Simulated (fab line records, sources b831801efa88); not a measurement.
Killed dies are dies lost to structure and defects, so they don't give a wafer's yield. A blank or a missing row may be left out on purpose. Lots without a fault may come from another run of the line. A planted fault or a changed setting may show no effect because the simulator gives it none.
Which tool did it? | flow gf180mcu | 12 lots, 36 wafers sampled, at 6 steps of a route of 602

WHAT THE GAUGES READ, wafer by wafer
GF_MVSD_TW_MEAS_11. Usual: MVSD_TW 1584, standard deviation 19.
lot  | measured     | on            | MVSD_TW        | flag
L285 | day 4 21:49  | film_metro-01 | 1608 1606 1620 |
L286 | day 5 03:58  | film_metro-03 | 1555 1552 1551 |
L288 | day 5 15:10  | film_metro-03 | 1554 1549 1558 |
L293 | day 6 19:20  | film_metro-03 | 1590 1586 1575 |
L295 | day 7 07:17  | film_metro-04 | 1582 1586 1584 |
L298 | day 8 04:11  | film_metro-04 | 1593 1583 1586 |
L301 | day 8 21:17  | film_metro-04 | 1588 1583 1587 |
L302 | day 9 01:32  | film_metro-04 | 1589 1585 1589 |
L303 | day 9 07:20  | film_metro-04 | 1596 1588 1586 |
L304 | day 9 12:20  | film_metro-01 | 1618 1612 1612 |
L305 | day 9 18:01  | film_metro-01 | 1608 1614 1614 |
L306 | day 10 03:47 | film_metro-01 | 1609 1612 1608 |

GF_VT_IMPLANT_OVL_MEAS_07. Usual: VT_IMPLANT_OVL -0.2 nm, standard deviation 1.8.
lot  | measured     | on         | VT_IMPLANT_OVL (nm) | flag
L285 | day 6 02:01  | overlay-02 | 2.6 2.0 1.6         |
L286 | day 6 08:10  | overlay-01 | 3.5 1.6 1.8         |
L288 | day 6 20:58  | overlay-01 | 0.4 0.8 0.0         |
L293 | day 8 04:04  | overlay-02 | -1.3 0.4 -0.2       |
L295 | day 8 15:58  | overlay-01 | -4.6 -1.0 -0.4      |
L298 | day 9 13:58  | overlay-02 | -1.1 -1.3 -1.8      |
L301 | day 10 08:46 | overlay-02 | 1.3 1.2 0.9         |
L302 | day 10 12:20 | overlay-02 | -2.1 -0.2 -0.7      |
L303 | day 10 17:58 | overlay-02 | -0.6 -3.7 -1.7      |
L304 | day 10 23:25 | overlay-02 | 1.7 -1.8 0.7        |
L305 | day 11 06:28 | overlay-02 | 2.2 0.4 1.8         |
L306 | day 11 15:55 | overlay-01 | -1.2 -0.9 -2.3      |

GF_HV_LDD_TW_MEAS_11. Usual: HV_LDD_TW 2425, standard deviation 23.
lot  | measured     | on            | HV_LDD_TW      | flag
L285 | day 10 15:40 | film_metro-04 | 2406 2419 2421 |
L286 | day 10 21:19 | film_metro-03 | 2397 2415 2402 |
L288 | day 11 11:28 | film_metro-01 | 2463 2454 2458 |
L293 | day 13 02:12 | film_metro-03 | 2248 2235 2238 | OFF
L295 | day 13 12:24 | film_metro-01 | 2297 2284 2287 | OFF
L298 | day 14 16:06 | film_metro-04 | 2448 2442 2440 |
L301 | day 15 14:25 | film_metro-04 | 2414 2413 2417 |
L302 | day 15 18:43 | film_metro-03 | 2414 2412 2420 |
L303 | day 16 02:41 | film_metro-04 | 2425 2424 2425 |
L304 | day 16 11:13 | film_metro-01 | 2462 2449 2438 |
L305 | day 16 17:35 | film_metro-01 | 2447 2448 2450 |
L306 | day 17 07:23 | film_metro-04 | 2409 2421 2417 |

GF_HV_LDD_RS_MEAS_53: measures by four-point-probe. Usual: HV_LDD_RS 418.0 ohm/sq, standard deviation 0.93.
lot  | measured     | on            | HV_LDD_RS (ohm/sq) | flag
L285 | day 13 00:43 | film_metro-04 | 418.8 418.5 418.0  |
L286 | day 13 06:22 | film_metro-01 | 416.5 417.9 417.3  |
L288 | day 13 22:25 | film_metro-01 | 417.2 418.8 418.3  |
L293 | day 15 17:59 | film_metro-03 | 422.9 422.8 422.8  | OFF
L295 | day 16 06:44 | film_metro-01 | 424.3 423.9 423.6  | OFF
L298 | day 17 12:05 | film_metro-04 | 416.6 417.5 417.1  |
L301 | day 18 11:34 | film_metro-01 | 418.4 418.7 418.5  |
L302 | day 18 18:40 | film_metro-04 | 418.1 417.7 419.1  |
L303 | day 19 03:32 | film_metro-03 | 417.5 418.1 417.6  |
L304 | day 19 12:26 | film_metro-03 | 417.8 416.9 418.1  |
L305 | day 19 19:10 | film_metro-03 | 417.7 417.7 416.3  |
L306 | day 20 08:41 | film_metro-03 | 418.4 417.6 416.2  |

WHICH TOOL RAN EACH LOT (tool, then ch and the chambers of the sampled wafers, then the start)
lot  | GF_STI_ETCH_14                  | GF_HV_LDD_IMPLANT_09
L285 | rie_si-02 ch 2,3, day 2 11:52   | implanter-01 ch 0, day 10 15:26
L286 | rie_si-02 ch 1,2,3, day 2 15:55 | implanter-04 ch 0, day 10 21:04
L288 | rie_si-02 ch 0,1,2, day 3 03:13 | implanter-04 ch 0, day 11 11:14
L293 | rie_si-02 ch 0,1,2, day 4 04:49 | implanter-04 ch 0, day 13 01:55
L295 | rie_si-01 ch 0,2,3, day 4 15:07 | implanter-04 ch 0, day 13 12:09
L298 | rie_si-02 ch 0,1,2, day 5 08:10 | implanter-01 ch 0, day 14 15:51
L301 | rie_si-02 ch 1,3, day 5 22:31   | implanter-02 ch 0, day 15 14:10
L302 | rie_si-02 ch 0,1,3, day 6 03:12 | implanter-02 ch 0, day 15 18:28
L303 | rie_si-01 ch 0,1,3, day 6 08:47 | implanter-01 ch 0, day 16 02:26
L304 | rie_si-01 ch 0,2,3, day 6 13:18 | implanter-04 ch 0, day 16 10:58
L305 | rie_si-01 ch 0,3, day 6 18:52   | implanter-01 ch 0, day 16 17:22
L306 | rie_si-01 ch 1,2,3, day 6 23:57 | implanter-02 ch 0, day 17 07:08
- GF_STI_ETCH_14: etches Si in HBr/Cl2/O2, target depth 360 nm, time 102.9 s.
- GF_HV_LDD_IMPLANT_09

WHAT THE TOOLS THEMSELVES READ (means of the sampled wafers that have a number; where no wafer has one, the mark that the record gives instead)
GF_STI_ETCH_14. Usual: O2_flow_sccm 5.998 sccm, standard deviation 0.017; chamber_pressure_mTorr 15.001 mTorr, standard deviation 0.013; drypump_motor_current_A 5.6 A, standard deviation 0.66; oes_product_au 0.997 a.u., standard deviation 0.01; throttle_valve_pct 25.660 %, standard deviation 0.011.
lot  | tool      | O2_flow_sccm (sccm) | chamber_pressure_mTorr (mTorr) | drypump_motor_current_A (A) | oes_product_au (a.u.) | throttle_valve_pct (%) | flag
L285 | rie_si-02 | 5.972               | 14.995                         | 5.4                         | 1.003                 | 25.660                 |
L286 | rie_si-02 | 6.009               | 14.992                         | 5.8                         | 0.993                 | 25.672                 |
L288 | rie_si-02 | 5.992               | 15.000                         | 6.1                         | 1.004                 | 25.656                 |
L293 | rie_si-02 | 5.997               | 15.002                         | 6.1                         | 1.003                 | 25.651                 |
L295 | rie_si-01 | 5.995               | 15.010                         | 5.2                         | 0.996                 | 25.660                 |
L298 | rie_si-02 | 5.979               | 15.006                         | 6.1                         | 0.992                 | 25.659                 |
L301 | rie_si-02 | 5.993               | 14.998                         | 5.2                         | 1.000                 | 25.658                 |
L302 | rie_si-02 | 5.991               | 15.000                         | 5.4                         | 0.998                 | 25.654                 |
L303 | rie_si-01 | 6.000               | 14.993                         | 5.1                         | 0.988                 | 25.674                 |
L304 | rie_si-01 | 6.001               | 14.999                         | 5.2                         | 0.999                 | 25.661                 |
L305 | rie_si-01 | 6.018               | 15.000                         | 5.0                         | 0.998                 | 25.660                 |
L306 | rie_si-01 | 5.987               | 15.010                         | 5.3                         | 1.007                 | 25.647                 |

GF_HV_LDD_IMPLANT_09. Usual: beam_energy_keV 40.001, standard deviation 0.012.
lot  | tool         | beam_energy_keV | flag
L285 | implanter-01 | 40.009          |
L286 | implanter-04 | 40.015          |
L288 | implanter-04 | 40.002          |
L293 | implanter-04 | 31.634          | OFF
L295 | implanter-04 | 31.642          | OFF
L298 | implanter-01 | 39.981          |
L301 | implanter-02 | 39.999          |
L302 | implanter-02 | 40.002          |
L303 | implanter-01 | 39.995          |
L304 | implanter-04 | 39.998          |
L305 | implanter-01 | 40.001          |
L306 | implanter-02 | 39.987          |

THE ANSWER, worked out from the rows above alone
Rule: a lot is off if the mean of its wafers that have a number lies more than 3 standard deviations from the usual mean. A lot without any number at a reading at which 4 lots or more have one is off too. The other lots that the step has rows for count as sound. The gauges are gone through in route order, then the tools' own readings, and for those a lot's mean is taken as printed above. The first step at which some lot is off is used, and at that step the reading that is off furthest; a lot without a number counts as furthest.
Off: L293, L295, at GF_HV_LDD_TW_MEAS_11 (HV_LDD_TW).
A tool fits if, at a process step before that reading, it ran every lot that is off, and no sound lot after the first of them. The gauges at GF_HV_LDD_TW_MEAS_11 aren't tried: what is off there is off at GF_HV_LDD_IMPLANT_09 too, on other tools, and a gauge's error can't cause that. None of those tried fits.

WHAT THE SIMULATOR HAD PUT IN
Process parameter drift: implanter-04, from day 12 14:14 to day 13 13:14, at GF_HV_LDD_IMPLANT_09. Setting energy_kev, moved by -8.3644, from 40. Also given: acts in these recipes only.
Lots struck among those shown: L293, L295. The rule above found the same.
